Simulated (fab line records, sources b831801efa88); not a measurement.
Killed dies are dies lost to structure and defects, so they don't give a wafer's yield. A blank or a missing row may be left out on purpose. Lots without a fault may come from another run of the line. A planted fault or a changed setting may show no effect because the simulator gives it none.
One fault seen from 2 desks | flow sky130 | each desk has only its own numbers; what lay behind them comes last

THE METROLOGY DESK
What the gauges read, lot by lot, whatever tool the lot ran on: means of the sampled wafers that have a number. A lot is out of limits, marked OUT, if its mean lies more than 4 standard deviations from the usual mean; the brackets give that distance.
Columns: A = VIA3_OVL at SKY_VIA3_OVL_MEAS_13, usual 1 nm
lot  | first seen here | A
L152 | day 40 10:47    | 2
L153 | day 40 16:50    | 1
L154 | day 41 00:17    | 6
L156 | day 41 22:43    | -1
L157 | day 42 00:34    | 2
L159 | day 42 13:18    | 9
L163 | day 43 17:07    | 1
L165 | day 43 23:38    | 4
L169 | day 45 10:14    | -2
L171 | day 45 13:19    | -3
L172 | day 45 18:49    | -7
This desk's finding: nothing out of limits on any of the 11 lots.

THE TOOL OWNER'S DESK: plasma_asher-01
The tool's own readings at SKY_METAL4_STRIP_19 (strips in O2/N2): means of the sampled wafers that have a number, for each lot that ran on this tool. A lot is out of limits, marked OUT, if its mean lies more than 4 standard deviations from the usual mean; the brackets give that distance.
Columns: A = drypump_motor_current_A at SKY_METAL4_STRIP_19, usual 5.9 A; B = oes_product_au at SKY_METAL4_STRIP_19, usual 0.503 a.u.; C = strip_time_to_endpoint_s at SKY_METAL4_STRIP_19, usual 6.56 s
lot  | first seen here | A   | B     | C
L152 | day 42 13:13    | 6.0 | 0.500 | 6.52
L153 | day 42 20:14    | 6.0 | 0.502 | 6.54
L154 | day 43 01:43    | 5.9 | 0.505 | 6.61
L157 | day 44 02:34    | 5.8 | 0.503 | 6.64
L159 | day 44 14:15    | 6.0 | 0.500 | 6.48
L163 | day 45 16:13    | 6.0 | 0.506 | 6.50
This desk's finding: nothing out of limits on any of the 6 lots.

PUT TOGETHER
The metrology desk saw nothing out of limits.
The tool owner's desk saw nothing out of limits.

WHAT THE SIMULATOR HAD PUT IN
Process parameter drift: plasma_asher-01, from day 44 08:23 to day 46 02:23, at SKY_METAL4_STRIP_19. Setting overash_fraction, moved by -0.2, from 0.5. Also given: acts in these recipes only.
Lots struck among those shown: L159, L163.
